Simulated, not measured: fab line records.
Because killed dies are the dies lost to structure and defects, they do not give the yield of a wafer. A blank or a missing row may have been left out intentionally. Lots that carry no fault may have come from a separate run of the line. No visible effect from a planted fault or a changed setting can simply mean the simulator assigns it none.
fab line records	flow sky130
record lots=6	wafers=18	last_day=51
route steps=708 shown LDD_HVP@287 LDD_LDN@289 SPACER@304 POLY_CUT@307 SD_P@320 PAD_OPEN@708
lots that met no fault: from a run of the same line without faults
start_h: the number of hours between the record's first day and the start of the first shown wafer of the lot	wait_h: hours from the lot's prior step to this one	" same as the row above	L1.1+2: a row that stands for several wafers	- either no value or no given start	* or withheld: withheld	< > ~ a bound
route shown NAME@n: names a module that has steps shown in the file, with the first one's number in the route	usual: the fault-free wafers' mean and standard deviation	same: alike in all rows	chamber/n: place in a boat	sites: the reading at each site	_std_site: their standard deviation	_edge_site: inner sites' mean taken away from outer sites' mean	radius_mm: how far each site lies from the wafer's centre	mask NAME#n: copy n	behind: the most recent tool/chamber to have shaped the wafer	hold: the reason the lot was held/the length of the hold in hours/how it ended	device: transistor that didn't switch, given as n, p or np	end of line: tests run on the same wafers once the route is complete	for a step that has no rows: nothing shown but its recipe	killed: count of dies lost to structure and defects at first sort (not the wafer's yield)	map: per-die view of a wafer (x killed, . not killed, _ where there is no die)
set.NAME: the setting as run; set.NAME@STEP: as run at that earlier step	model.NAME: the simulator's own value behind a step, which no gauge read
certain route steps with their lots: each step a table, each wafer a row
services: from which hour (start_h, from the record's first day; less than 0 if before it) a tool's chamber was out of use, for how many hours, and why
## steps
# step SKY_LDD_HVP_STRIP_09
# recipe chemistry=O2/N2	power_w=1400	pressure_mtorr=1500	platen_temp_c=withheld	o2_flow_sccm=3000	n2_flow_sccm=300	overash_fraction=0.5
# usual drypump_motor_current_A=5.5/0.46	oes_product_au=0.409/0.0047	strip_time_to_endpoint_s=4.136/0.017
lot.wafer	tool	chamber	start_h	wait_h	drypump_motor_current_A	oes_product_au	rf_hours_counter_h	strip_time_to_endpoint_s
L203.2	plasma_asher-02	0	495.67	0.1	5.6	0.404	7	4.141
L203.4	"	0	"	"	5.6	0.407	-	4.113
L203.6	"	0	"	"	5.6	0.406	-	4.143
L207.1	plasma_asher-02	1	529.57	0.1	5.3	0.416	10	4.130
L207.2	"	0	"	"	5.6	0.400	10	4.120
L207.3	"	0	"	"	5.6	0.410	-	4.117
L211.1	plasma_asher-02	1	562.82	0.1	5.3	0.404	14	4.149
L211.5	"	1	"	"	5.3	0.414	-	4.123
L211.6	"	0	"	"	5.6	0.401	-	4.132
L212.2	plasma_asher-01	1	563.27	0.1	5.9	0.408	45	4.129
L212.3	"	0	"	"	4.7	0.417	-	4.134
L212.5	"	0	"	"	4.7	0.413	-	4.140
L220.1	plasma_asher-02	1	705.12	0.1	5.3	0.412	28	4.185
L220.2	"	0	"	"	5.6	0.414	28	4.158
L220.3	"	0	"	"	5.6	0.417	-	4.177
L223.1	plasma_asher-01	1	706.07	0.1	5.9	0.399	57	4.147
L223.4	"	0	"	"	4.7	0.408	-	4.122
L223.6	"	1	"	"	5.9	0.414	-	4.143
# step SKY_LDD_HVP_TW_MEAS_10
# usual LDD_HVP_TW=456/3.5
lot.wafer	tool	chamber	start_h	wait_h	LDD_HVP_TW
L203.2	film_metro-02	-	495.78	0.1	457
L203.4	"	-	"	"	458
L203.6	"	-	"	"	458
L207.1	film_metro-01	-	529.67	0.1	458
L207.2	"	-	"	"	458
L207.3	"	-	"	"	455
L211.1	film_metro-02	-	562.92	0.1	455
L211.5	"	-	"	"	457
L211.6	"	-	"	"	456
L212.2	film_metro-02	-	563.38	0.1	455
L212.3	"	-	"	"	460
L212.5	"	-	"	"	458
L220.1	film_metro-02	-	705.22	0.1	455
L220.2	"	-	"	"	455
L220.3	"	-	"	"	455
L223.1	film_metro-01	-	706.17	0.1	460
L223.4	"	-	"	"	459
L223.6	"	-	"	"	459
# step SKY_LDD_LDN_DEHYDRATE_00
# recipe temp_c=200	time_s=60
# step SKY_LDD_LDN_HMDS_01
# recipe prime_time_s=60	prime_temp_c=120
# step SKY_LDD_LDN_COAT_02
# recipe resist=NOVOLAK	spin_rpm=3000	resist_thk_nm=1140
# step SKY_LDD_LDN_SOFTBAKE_03
# recipe temp_c=90	time_s=60	resist=NOVOLAK
# step SKY_LDD_LDN_EXPOSE_04
# recipe mask_id=LDNTM	na=0.6	source_shape=conventional	sigma_outer=0.6	polarization=unpolarized	target_cd_nm=700	dose_mj=140
# step SKY_LDD_LDN_PEB_05
# recipe temp_c=withheld	time_s=*	resist=NOVOLAK
# step SKY_LDD_LDN_DEVELOP_06
# recipe resist=NOVOLAK	developer=TMAH	develop_time_s=60	dev_temp_c=23
# step SKY_LDD_LDN_OVL_MEAS_07
# usual LDD_LDN_OVL=0.8/1.3
lot.wafer	tool	chamber	start_h	wait_h	LDD_LDN_OVL[nm]
L203.2	overlay-01	-	521.69	0.1	1.5
L203.4	"	-	"	"	3.1
L203.6	"	-	"	"	1.4
L207.1	overlay-02	-	551.68	0.1	0.9
L207.2	"	-	"	"	0.5
L207.3	"	-	"	"	1.6
L211.1	overlay-01	-	593.84	0.1	1.6
L211.5	"	-	"	"	2.1
L211.6	"	-	"	"	0.8
L212.2	overlay-02	-	594.74	0.1	0.3
L212.3	"	-	"	"	-0.4
L212.5	"	-	"	"	1.1
L220.1	overlay-02	-	733.03	0.1	3.2
L220.2	"	-	"	"	2.5
L220.3	"	-	"	"	1.7
L223.1	overlay-02	-	733.63	0.1	-0.7
L223.4	"	-	"	"	-0.8
L223.6	"	-	"	"	-1.1
# step SKY_LDD_LDN_IMPLANT_08
# recipe species=As	energy_kev=15	dose_cm2=1.25e+13	tilt_deg=withheld	rotation_deg=23
# step SKY_LDD_LDN_IMPLANT_09
# recipe species=As	energy_kev=15	dose_cm2=1.25e+13	tilt_deg=withheld	rotation_deg=113
# step SKY_LDD_LDN_IMPLANT_10
# recipe species=As	energy_kev=15	dose_cm2=1.25e+13	tilt_deg=withheld	rotation_deg=203
# same implant_ion_amu=75
lot.wafer	tool	chamber	start_h	wait_h
L203.2+4+6	implanter-03	0	522.05	0.1
L207.1+2+3	implanter-04	0	552.02	0.1
L211.1+5+6	implanter-01	0	594.17	0.1
L212.2+3+5	implanter-04	0	595.09	0.1
L220.1+2+3	implanter-01	0	733.37	0.1
L223.1+4+6	implanter-01	0	733.97	0.1
# step SKY_LDD_LDN_IMPLANT_11
# recipe species=As	energy_kev=15	dose_cm2=1.25e+13	tilt_deg=withheld	rotation_deg=293
# step SKY_LDD_LDN_STRIP_12
# recipe chemistry=O2/N2	power_w=1400	pressure_mtorr=1500	platen_temp_c=withheld	o2_flow_sccm=3000	n2_flow_sccm=300	overash_fraction=0.5
# usual drypump_motor_current_A=5.6/0.43	oes_product_au=0.716/0.0045	strip_time_to_endpoint_s=14.19/0.046
lot.wafer	tool	chamber	start_h	wait_h	drypump_motor_current_A	oes_product_au	rf_hours_counter_h	strip_time_to_endpoint_s
L203.2	plasma_asher-04	0	522.32	0.1	5.7	0.722	83	14.19
L203.4	"	1	"	"	5.6	0.720	-	14.16
L203.6	"	1	"	"	5.7	0.711	-	14.13
L207.1	plasma_asher-03	1	552.32	0.1	5.5	0.714	71	14.18
L207.2	"	0	"	"	5.9	0.721	71	14.17
L207.3	"	0	"	"	5.9	0.723	-	14.23
L211.1	plasma_asher-01	1	594.47	0.1	5.9	0.711	48	14.19
L211.5	"	0	"	"	4.7	0.713	-	14.17
L211.6	"	1	"	"	5.9	0.721	-	14.22
L212.2	plasma_asher-01	1	595.37	0.1	5.9	0.717	48	14.14
L212.3	"	1	"	"	5.9	0.715	-	14.17
L212.5	"	1	"	"	5.9	0.716	-	14.18
L220.1	plasma_asher-01	1	733.67	0.1	6.0	0.711	59	14.13
L220.2	"	0	"	"	4.7	0.724	59	14.11
L220.3	"	0	"	"	4.7	0.717	-	14.15
L223.1	plasma_asher-01	1	734.27	0.1	5.9	0.713	60	14.25
L223.4	"	0	"	"	4.7	0.717	-	14.23
L223.6	"	0	"	"	4.7	0.717	-	14.27
# step SKY_LDD_LDN_TW_MEAS_13
# usual LDD_LDN_TW=1487/7.5
lot.wafer	tool	chamber	start_h	wait_h	LDD_LDN_TW
L203.2	film_metro-01	-	522.43	0.1	1486
L203.4	"	-	"	"	1492
L203.6	"	-	"	"	1482
L207.1	film_metro-02	-	552.42	0.1	1487
L207.2	"	-	"	"	1491
L207.3	"	-	"	"	1486
L211.1	film_metro-04	-	594.57	0.1	1502
L211.5	"	-	"	"	1490
L211.6	"	-	"	"	1488
L212.2	film_metro-01	-	595.48	0.1	1485
L212.3	"	-	"	"	1484
L212.5	"	-	"	"	1486
L220.1	film_metro-02	-	733.77	0.1	1483
L220.2	"	-	"	"	1484
L220.3	"	-	"	"	1488
L223.1	film_metro-02	-	734.37	0.1	1480
L223.4	"	-	"	"	1484
L223.6	"	-	"	"	1479
# step SKY_LDD_LDN_CLEAN_14
# recipe chemistry=SC1/SC2	mix=1:4:20	temp_c=70	time_s=150	dry=n2_spin
# step SKY_SPACER_CVD_00
# recipe material=Si3N4	precursor=DCS/NH3	target_thk_nm=43.1	temp_c=770	time_s=740	pressure_mtorr=250
# step SKY_SPACER_THK_MEAS_01
# recipe reads=Si3N4_of_SPACER_CVD_00
# usual SPACER_CVD_00_THK=43.1/0.39
lot.wafer	tool	chamber	start_h	wait_h	SPACER_CVD_00_THK[nm]
L203.2	film_metro-04	-	557.26	0.3	42.5
L203.4	"	-	"	"	42.6
L203.6	"	-	"	"	42.1
L207.1	film_metro-01	-	557.33	0.4	42.9
L207.2	"	-	"	"	42.6
L207.3	"	-	"	"	42.2
L211.1	film_metro-04	-	596.49	0.0	42.8
L211.5	"	-	"	"	42.4
L211.6	"	-	"	"	42.3
L212.2	film_metro-03	-	600.79	0.0	42.5
L212.3	"	-	"	"	42.6
L212.5	"	-	"	"	43.1
L220.1	film_metro-01	-	735.70	0.0	43.1
L220.2	"	-	"	"	43.0
L220.3	"	-	"	"	42.8
L223.1	film_metro-01	-	735.76	0.1	43.2
L223.4	"	-	"	"	42.8
L223.6	"	-	"	"	43.2
# step SKY_SPACER_ETCHBACK_02
# recipe chemistry=CH3F/O2	target=Si3N4	stop_on=SiO2	source_w=400	bias_w=80	pressure_mtorr=25	ch3f_flow_sccm=40	O2_flow_sccm=30	time_s=46.7	target_depth_a=450
# usual bias_w=80.02/0.23	drypump_motor_current_A=5.7/0.52	oes_product_au=0.855/0.0066	throttle_valve_pct=10.563/0.0093
lot.wafer	tool	chamber	start_h	wait_h	bias_w	drypump_motor_current_A	oes_product_au	rf_hours_counter_h	throttle_valve_pct
L203.2	rie_diel-03	1	557.31	0.0	80.04	4.7	0.848	3	10.570
L203.4	"	2	"	"	79.95	5.7	0.845	46	10.570
L203.6	"	2	"	"	80.31	5.7	0.836	-	10.571
L207.1	rie_diel-02	0	557.39	0.1	79.77	6.5	0.855	3	10.573
L207.2	"	2	"	"	79.91	5.2	0.852	8	10.571
L207.3	"	3	"	"	80.00	5.6	0.842	38	10.561
L211.1	rie_diel-01	2	596.55	0.1	80.24	6.3	0.852	62	10.556
L211.5	"	3	"	"	79.65	5.5	0.854	-	10.555
L211.6	"	2	"	"	80.14	6.3	0.850	-	10.580
L212.2	rie_diel-01	2	600.84	0.0	80.25	6.3	0.856	62	10.564
L212.3	"	0	"	"	80.15	6.5	0.847	5	10.543
L212.5	"	1	"	"	79.86	5.6	0.854	-	10.558
L220.1	rie_diel-01	3	735.76	0.1	79.99	5.5	0.850	2	10.552
L220.2	"	2	"	"	80.06	6.4	0.856	1	10.549
L220.3	"	0	"	"	79.85	6.5	0.856	8	10.570
L223.1	rie_diel-01	2	735.82	0.1	79.99	6.4	0.853	1	10.585
L223.4	"	1	"	"	80.19	5.6	0.845	14	10.570
L223.6	"	3	"	"	79.79	5.5	0.860	-	10.566
# step SKY_POLY_CUT_DEHYDRATE_00
# recipe temp_c=200	time_s=60
# step SKY_POLY_CUT_HMDS_01
# recipe prime_time_s=60	prime_temp_c=120
# step SKY_POLY_CUT_COAT_02
# recipe resist=BARC	temp_c=withheld	time_s=withheld	spin_rpm=3000	resist_thk_nm=60
# step SKY_POLY_CUT_COAT_03
# recipe resist=KrF-thick	spin_rpm=3000	resist_thk_nm=450
# step SKY_POLY_CUT_SOFTBAKE_04
# recipe temp_c=100	time_s=90	resist=KrF-thick
# step SKY_POLY_CUT_EXPOSE_05
# recipe mask_id=NPCM	na=0.8	source_shape=annular	sigma_inner=0.55	sigma_outer=0.85	target_cd_nm=270	dose_mj=32
# step SKY_POLY_CUT_PEB_06
# recipe peb_temp_c=withheld	peb_time_s=withheld	resist=KrF-thick
# step SKY_POLY_CUT_DEVELOP_07
# recipe develop_time_s=60	resist=KrF-thick	dev_temp_c=21
# step SKY_POLY_CUT_CD_MEAS_08
# recipe target_cd_nm=270
# usual cd_nm=269.8/1.4
lot.wafer	tool	chamber	start_h	wait_h	cd_nm
L203.2	cd_sem-02	-	589.69	-	269.8
L203.4	"	-	"	"	269.2
L203.6	"	-	"	"	269.6
L207.1	cd_sem-02	-	590.15	-	268.7
L207.2	"	-	"	"	269.5
L207.3	"	-	"	"	268.2
L211.1	cd_sem-01	-	626.03	-	270.8
L211.5	"	-	"	"	270.1
L211.6	"	-	"	"	270.8
L212.2	cd_sem-01	-	629.05	-	270.7
L212.3	"	-	"	"	269.6
L212.5	"	-	"	"	271.4
L220.1	cd_sem-01	-	762.99	-	270.6
L220.2	"	-	"	"	271.4
L220.3	"	-	"	"	269.4
L223.1	cd_sem-02	-	763.58	-	270.3
L223.4	"	-	"	"	268.4
L223.6	"	-	"	"	270.1
# step SKY_POLY_CUT_OVL_MEAS_09
# usual POLY_CUT_OVL=-5/5.3
lot.wafer	tool	chamber	start_h	wait_h	POLY_CUT_OVL[nm]
L203.2	overlay-02	-	589.80	0.1	-1
L203.4	"	-	"	"	2
L203.6	"	-	"	"	-2
L207.1	overlay-02	-	590.27	0.1	-2
L207.2	"	-	"	"	-4
L207.3	"	-	"	"	8
L211.1	overlay-02	-	626.15	0.1	-14
L211.5	"	-	"	"	-17
L211.6	"	-	"	"	-10
L212.2	overlay-01	-	629.16	0.1	-13
L212.3	"	-	"	"	-8
L212.5	"	-	"	"	-11
L220.1	overlay-02	-	763.11	0.1	-6
L220.2	"	-	"	"	-8
L220.3	"	-	"	"	-5
L223.1	overlay-02	-	763.70	0.1	-2
L223.4	"	-	"	"	2
L223.6	"	-	"	"	-6
# step SKY_POLY_CUT_ETCH_10
# recipe chemistry=N2/H2	target=BARC	ion_energy_ev=200	source_w=500	bias_w=100	pressure_mtorr=30	n2_flow_sccm=100	h2_flow_sccm=200	stop_on=SiO2	time_s=45.9	target_depth_a=600
# step SKY_POLY_CUT_ETCH_11
# recipe target=Si3N4	chemistry=CF4/CH2F2/Ar	stop_on=poly-Si	source_w=600	bias_w=150	pressure_mtorr=40	cf4_flow_sccm=40	ch2f2_flow_sccm=20	Ar_flow_sccm=150	time_s=42.5	target_depth_a=600
# usual bias_w=150.0/0.48	drypump_motor_current_A=5.8/0.43	oes_product_au=0.829/0.0061	throttle_valve_pct=14.993/0.0092
lot.wafer	tool	chamber	start_h	wait_h	bias_w	drypump_motor_current_A	oes_product_au	rf_hours_counter_h	throttle_valve_pct
L203.2	rie_diel-04	0	589.87	0.0	149.8	5.5	0.831	5	15.008
L203.4	"	3	"	"	149.8	6.0	0.833	-	15.013
L203.6	"	2	"	"	149.9	5.8	0.836	-	14.991
L207.1	rie_diel-01	0	590.35	0.0	149.9	6.5	0.843	5	15.015
L207.2	"	3	"	"	150.0	5.5	0.840	70	14.988
L207.3	"	2	"	"	150.0	6.4	0.827	62	15.009
L211.1	rie_diel-04	1	626.23	0.0	149.6	5.6	0.829	1	14.981
L211.5	"	3	"	"	149.9	6.0	0.833	-	14.974
L211.6	"	2	"	"	149.9	5.7	0.826	-	15.007
L212.2	rie_diel-04	3	629.23	0.0	150.4	6.0	0.836	7	15.002
L212.3	"	2	"	"	150.0	5.8	0.830	10	14.971
L212.5	"	2	"	"	150.0	5.7	0.835	-	14.991
L220.1	rie_diel-01	1	763.18	0.0	150.2	5.7	0.835	15	14.991
L220.2	"	3	"	"	150.4	5.5	0.833	3	15.020
L220.3	"	0	"	"	149.9	6.5	0.833	9	14.985
L223.1	rie_diel-01	0	763.78	0.0	150.0	6.5	0.812	9	14.981
L223.4	"	1	"	"	150.0	5.6	0.816	15	14.995
L223.6	"	3	"	"	149.8	5.5	0.823	-	14.995
# step SKY_POLY_CUT_STRIP_12
# recipe chemistry=O2/N2	power_w=1400	pressure_mtorr=1500	platen_temp_c=withheld	o2_flow_sccm=3000	n2_flow_sccm=300	overash_fraction=0.5
# usual drypump_motor_current_A=5.61/0.22	oes_product_au=0.453/0.0045	strip_time_to_endpoint_s=5.365/0.019
lot.wafer	tool	chamber	start_h	wait_h	drypump_motor_current_A	oes_product_au	rf_hours_counter_h	strip_time_to_endpoint_s
L203.2	plasma_asher-02	1	589.91	0.0	5.29	0.456	16	5.388
L203.4	"	0	"	"	5.62	0.454	-	5.379
L203.6	"	1	"	"	5.31	0.447	-	5.395
L207.1	plasma_asher-04	0	590.39	0.0	5.77	0.454	89	5.341
L207.2	"	1	"	"	5.63	0.458	89	5.330
L207.3	"	0	"	"	5.76	0.454	-	5.345
L211.1	plasma_asher-03	0	626.27	0.0	5.94	0.447	78	5.341
L211.5	"	1	"	"	5.49	0.456	-	5.338
L211.6	"	0	"	"	5.94	0.453	-	5.345
L212.2	plasma_asher-02	0	629.27	0.0	5.59	0.449	20	5.361
L212.3	"	0	"	"	5.55	0.458	-	5.387
L212.5	"	0	"	"	5.59	0.460	-	5.370
L220.1	plasma_asher-03	0	763.22	0.0	5.94	0.452	92	5.408
L220.2	"	1	"	"	5.51	0.446	92	5.369
L220.3	"	1	"	"	5.49	0.451	-	5.378
L223.1	plasma_asher-02	0	763.82	0.0	5.58	0.456	34	5.346
L223.4	"	1	"	"	5.34	0.457	-	5.348
L223.6	"	0	"	"	5.59	0.458	-	5.355
# step SKY_SD_P_DEHYDRATE_00
# recipe temp_c=200	time_s=60
# step SKY_SD_P_HMDS_01
# recipe prime_time_s=60	prime_temp_c=120
# step SKY_SD_P_COAT_02
# recipe resist=NOVOLAK	spin_rpm=3000	resist_thk_nm=1140
# step SKY_SD_P_SOFTBAKE_03
# recipe temp_c=90	time_s=60	resist=NOVOLAK
# step SKY_SD_P_EXPOSE_04
# recipe mask_id=PSDM	na=0.6	source_shape=conventional	sigma_outer=0.6	polarization=unpolarized	target_cd_nm=380	dose_mj=138
# step SKY_SD_P_PEB_05
# recipe temp_c=withheld	time_s=*	resist=NOVOLAK
# step SKY_SD_P_DEVELOP_06
# recipe resist=NOVOLAK	developer=TMAH	develop_time_s=60	dev_temp_c=23
# step SKY_SD_P_CD_MEAS_07
# recipe target_cd_nm=380
# usual cd_nm=380/3
lot.wafer	tool	chamber	start_h	wait_h	cd_nm
L203.2	cd_sem-01	-	618.75	0.1	380
L203.4	"	-	"	"	378
L203.6	"	-	"	"	379
L207.1	cd_sem-01	-	619.83	0.1	376
L207.2	"	-	"	"	375
L207.3	"	-	"	"	375
L211.1	cd_sem-01	-	654.43	0.1	379
L211.5	"	-	"	"	381
L211.6	"	-	"	"	379
L212.2	cd_sem-01	-	656.95	0.1	376
L212.3	"	-	"	"	376
L212.5	"	-	"	"	377
L220.1	cd_sem-02	-	788.98	0.1	379
L220.2	"	-	"	"	380
L220.3	"	-	"	"	380
L223.1	cd_sem-01	-	789.98	0.1	384
L223.4	"	-	"	"	384
L223.6	"	-	"	"	382
# step SKY_SD_P_OVL_MEAS_08
# usual SD_P_OVL=0.5/1.3
lot.wafer	tool	chamber	start_h	wait_h	SD_P_OVL[nm]
L203.2	overlay-01	-	618.86	0.1	0.7
L203.4	"	-	"	"	2.1
L203.6	"	-	"	"	-1.4
L207.1	overlay-01	-	619.95	0.1	0.3
L207.2	"	-	"	"	1.9
L207.3	"	-	"	"	2.3
L211.1	overlay-01	-	654.55	0.1	2.0
L211.5	"	-	"	"	-1.9
L211.6	"	-	"	"	-0.1
L212.2	overlay-02	-	657.06	0.1	2.4
L212.3	"	-	"	"	-0.5
L212.5	"	-	"	"	1.5
L220.1	overlay-01	-	789.10	0.1	-0.8
L220.2	"	-	"	"	-2.2
L220.3	"	-	"	"	-0.3
L223.1	overlay-01	-	790.10	0.1	-0.2
L223.4	"	-	"	"	1.9
L223.6	"	-	"	"	0.6
# step SKY_PAD_OPEN_PROBE_99
# usual killed_at_M0_to_M3=42/7.3	killed_at_M4_up=3.4/2	killed_at_contacts=24/5.6	killed_at_front_end=16/4.5	killed_at_other=0.2/0.51	killed_dies=86/9.8	killed_open=46/7	killed_short=40/6.7
# same gross_dies=492	killed_at_back_side=0
lot.wafer	tool	chamber	start_h	wait_h	killed_at_M0_to_M3	killed_at_M4_up	killed_at_contacts	killed_at_front_end	killed_at_other	killed_dies	killed_open	killed_short	model.etest.tip_sonos.rs_ohm_sq_range
L207.1	prober-01	-	1102.95	0.1	40	5	24	14	0	83	52	31	28.57
L207.2	prober-01	-	1103.00	0.1	33	2	15	14	0	64	34	30	42.46
L207.3	prober-01	-	1103.05	0.2	49	4	25	16	0	94	61	33	29.45
L203.2	prober-02	-	1103.30	0.3	41	3	24	12	0	80	38	39	33.48
L203.4	prober-02	-	1103.40	0.4	29	3	13	23	0	68	36	32	26.35
L203.6	prober-02	-	1103.50	0.4	36	5	23	11	0	75	37	37	56.87
L211.1	prober-01	-	1125.03	0.1	44	4	19	18	0	85	40	44	23.95
L211.5	prober-01	-	1125.23	0.2	49	4	18	20	0	91	47	44	35.91
L211.6	prober-01	-	1125.28	0.2	46	1	21	12	0	80	49	31	30.25
L212.2	prober-02	-	1125.29	0.1	50	5	21	19	1	96	52	43	50.37
L212.3	prober-02	-	1125.34	0.2	33	6	23	16	0	78	37	41	39.21
L212.5	prober-02	-	1125.44	0.2	28	4	21	18	0	71	35	36	33.13
L220.1	prober-01	-	1213.86	0.1	43	4	21	9	0	77	46	31	65.43
L220.2	prober-01	-	1213.91	0.1	34	2	30	15	0	81	50	31	53.33
L220.3	prober-01	-	1213.96	0.2	46	4	29	18	0	97	49	48	69.33
L223.1	prober-01	-	1215.40	0.1	42	6	27	20	0	95	53	42	80.1
L223.4	prober-01	-	1215.55	0.2	39	3	28	15	0	85	47	38	60.97
L223.6	prober-01	-	1215.65	0.2	41	3	31	16	0	91	43	46	55.84
# killed by level:class
L207.1 VIA3:geometric_particle:open=9 LI_CONTACT:geometric_particle:open=8 CONTACT:geometric_particle:open=8 VIA1:geometric_particle:open=8 VIA2:geometric_particle:open=8 POLY_GATE:geometric_particle:open=5 CONTACT:geometric_particle:short=5 METAL1:geometric_particle:short=4
L207.2 VIA1:geometric_particle:open=7 METAL2:geometric_particle:short=6 CONTACT:geometric_particle:open=5 METAL1:geometric_particle:short=5 POLY_GATE:geometric_particle:open=4 LI_CONTACT:geometric_particle:short=4 FIELD_ISO:geometric_particle:open=3 FIELD_ISO:geometric_particle:short=3
L207.3 VIA1:geometric_particle:open=14 VIA2:geometric_particle:open=12 LI_CONTACT:geometric_particle:open=10 CONTACT:geometric_particle:open=8 FIELD_ISO:geometric_particle:short=6 FIELD_ISO:geometric_particle:open=5 VIA3:geometric_particle:open=5 VIA2:geometric_particle:short=5
L203.2 CONTACT:geometric_particle:open=13 VIA1:geometric_particle:open=10 METAL1:geometric_particle:short=7 METAL2:geometric_particle:short=7 LI_CONTACT:geometric_particle:open=5 VIA1:geometric_particle:short=5 VIA3:geometric_particle:open=5 VIA3:geometric_particle:short=4
L203.4 LI_CONTACT:geometric_particle:open=8 SPACER:geometric_particle:open=5 VIA1:geometric_particle:short=5 VIA3:geometric_particle:open=5 FIELD_ISO:geometric_particle:short=4 METAL1:geometric_particle:short=4 VIA1:geometric_particle:open=4 POLY_GATE:geometric_particle:short=3
L203.6 LI_CONTACT:geometric_particle:open=8 CONTACT:geometric_particle:open=7 VIA3:geometric_particle:open=6 VIA2:geometric_particle:open=6 VIA2:geometric_particle:short=5 METAL1:geometric_particle:short=5 VIA1:geometric_particle:short=5 METAL4:geometric_particle:short=5
L211.1 METAL1:geometric_particle:short=7 VIA1:geometric_particle:open=7 LI_CONTACT:geometric_particle:open=6 VIA3:geometric_particle:open=6 FIELD_ISO:geometric_particle:short=5 CONTACT:geometric_particle:short=5 VIA1:geometric_particle:short=5 POLY_GATE:geometric_particle:open=4
L211.5 VIA2:geometric_particle:open=11 CONTACT:geometric_particle:open=10 FIELD_ISO:geometric_particle:open=8 VIA1:geometric_particle:open=8 FIELD_ISO:geometric_particle:short=7 METAL2:geometric_particle:short=7 METAL1:geometric_particle:short=5 VIA2:geometric_particle:short=5
L211.6 VIA2:geometric_particle:open=11 VIA3:geometric_particle:open=10 CONTACT:geometric_particle:open=7 LI_CONTACT:geometric_particle:open=6 METAL1:geometric_particle:short=6 VIA1:geometric_particle:open=5 FIELD_ISO:geometric_particle:open=4 METAL2:geometric_particle:short=4
L212.2 CONTACT:geometric_particle:open=10 VIA1:geometric_particle:open=10 FIELD_ISO:geometric_particle:open=7 VIA2:geometric_particle:open=7 METAL1:geometric_particle:short=6 VIA3:geometric_particle:open=6 VIA1:geometric_particle:short=5 METAL3:geometric_particle:short=4
L212.3 VIA1:geometric_particle:open=9 CONTACT:geometric_particle:short=7 CONTACT:geometric_particle:open=7 METAL4:geometric_particle:short=6 FIELD_ISO:geometric_particle:short=4 FIELD_ISO:geometric_particle:open=4 LI_CONTACT:geometric_particle:open=4 VIA2:geometric_particle:open=4
L212.5 CONTACT:geometric_particle:open=10 FIELD_ISO:geometric_particle:short=6 VIA1:geometric_particle:open=6 LOCAL_INTERCONNECT:geometric_particle:short=5 VIA3:geometric_particle:short=5 METAL1:geometric_particle:short=4 FIELD_ISO:geometric_particle:open=4 POLY_GATE:geometric_particle:short=3
L220.1 VIA2:geometric_particle:open=11 VIA1:geometric_particle:open=10 CONTACT:geometric_particle:open=9 FIELD_ISO:geometric_particle:short=4 VIA3:geometric_particle:open=4 METAL1:geometric_particle:short=4 LI_CONTACT:geometric_particle:short=3 LI_CONTACT:geometric_particle:open=3
L220.2 CONTACT:geometric_particle:open=12 POLY_GATE:geometric_particle:open=7 LI_CONTACT:geometric_particle:open=7 METAL2:geometric_particle:short=7 VIA2:geometric_particle:open=7 CONTACT:geometric_particle:short=5 VIA1:geometric_particle:open=5 METAL1:geometric_particle:short=4
L220.3 LI_CONTACT:geometric_particle:open=10 METAL2:geometric_particle:short=9 CONTACT:geometric_particle:open=9 VIA1:geometric_particle:open=7 POLY_GATE:geometric_particle:short=6 METAL1:geometric_particle:short=6 LOCAL_INTERCONNECT:geometric_particle:short=5 VIA3:geometric_particle:open=5
L223.1 CONTACT:geometric_particle:open=13 FIELD_ISO:geometric_particle:short=9 VIA3:geometric_particle:open=9 FIELD_ISO:geometric_particle:open=7 LI_CONTACT:geometric_particle:open=7 VIA1:geometric_particle:open=5 METAL2:geometric_particle:short=5 METAL1:geometric_particle:short=4
L223.4 LI_CONTACT:geometric_particle:open=11 CONTACT:geometric_particle:open=8 VIA3:geometric_particle:open=7 VIA2:geometric_particle:open=6 VIA1:geometric_particle:open=6 CONTACT:geometric_particle:short=5 VIA1:geometric_particle:short=5 METAL1:geometric_particle:short=3
L223.6 CONTACT:geometric_particle:short=9 LI_CONTACT:geometric_particle:open=9 CONTACT:geometric_particle:open=9 VIA2:geometric_particle:open=8 METAL2:geometric_particle:short=7 VIA3:geometric_particle:open=7 POLY_GATE:geometric_particle:short=6 VIA1:geometric_particle:open=4
## services
tool	chamber	start_h	hours	kind
plasma_asher-03	-	477.62	4.3	pm
rie_diel-01	3	486.02	8.4	repair
rie_diel-01	-	486.85	2.1	repair
implanter-01	-	509.57	4.1	pm
rie_diel-04	3	528.25	3.8	repair
implanter-01	-	540.87	16.4	pm
rie_diel-01	0	556.31	19.0	repair
rie_diel-01	1	571.21	26.4	repair
rie_diel-01	-	577.65	2.8	pm
plasma_asher-02	-	598.69	0.5	repair
plasma_asher-02	-	600.56	0.6	repair
rie_diel-04	-	608.77	0.4	repair
plasma_asher-01	-	609.58	14.6	pm
rie_diel-01	2	612.04	4.1	repair
rie_diel-04	2	620.45	5.2	repair
implanter-01	-	639.26	3.5	pm
rie_diel-04	-	639.44	2.8	pm
implanter-01	-	655.40	1.7	repair
plasma_asher-03	-	662.48	0.8	repair
plasma_asher-01	-	664.46	2.8	pm
rie_diel-04	3	678.16	2.2	repair
rie_diel-01	0	740.75	9.9	repair
plasma_asher-02	-	745.76	2.8	pm
plasma_asher-02	-	748.51	4.3	pm
## key
first_sign none at tools or gauges
model_effect step=SKY_PAD_OPEN_PROBE_99	value=etest.tip_sonos.rs_ohm_sq_range	without=36.69	struck=64.17
met_at SKY_LDD_LDN_IMPLANT_10
struck_wafers L220.1,L220.2,L220.3,L223.1,L223.4,L223.6
tester_left_out L220,L223
onset_between 594.17 733.37
also_fits time
fault kind=process_parameter_drift	tool=implanter-01	chamber=-	onset_h=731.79	steps=SKY_LDD_LDN_IMPLANT_10	channel=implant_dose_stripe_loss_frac	offset=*	shape=step	end_h=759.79
# tester_left_out: of these lots the tester's yield and bins aren't shown, on N5 and GAA mostly nor the transistor test; their killed dies are dies lost to structure and defects alone, not to doping, threshold or leakage, so they don't give the yield
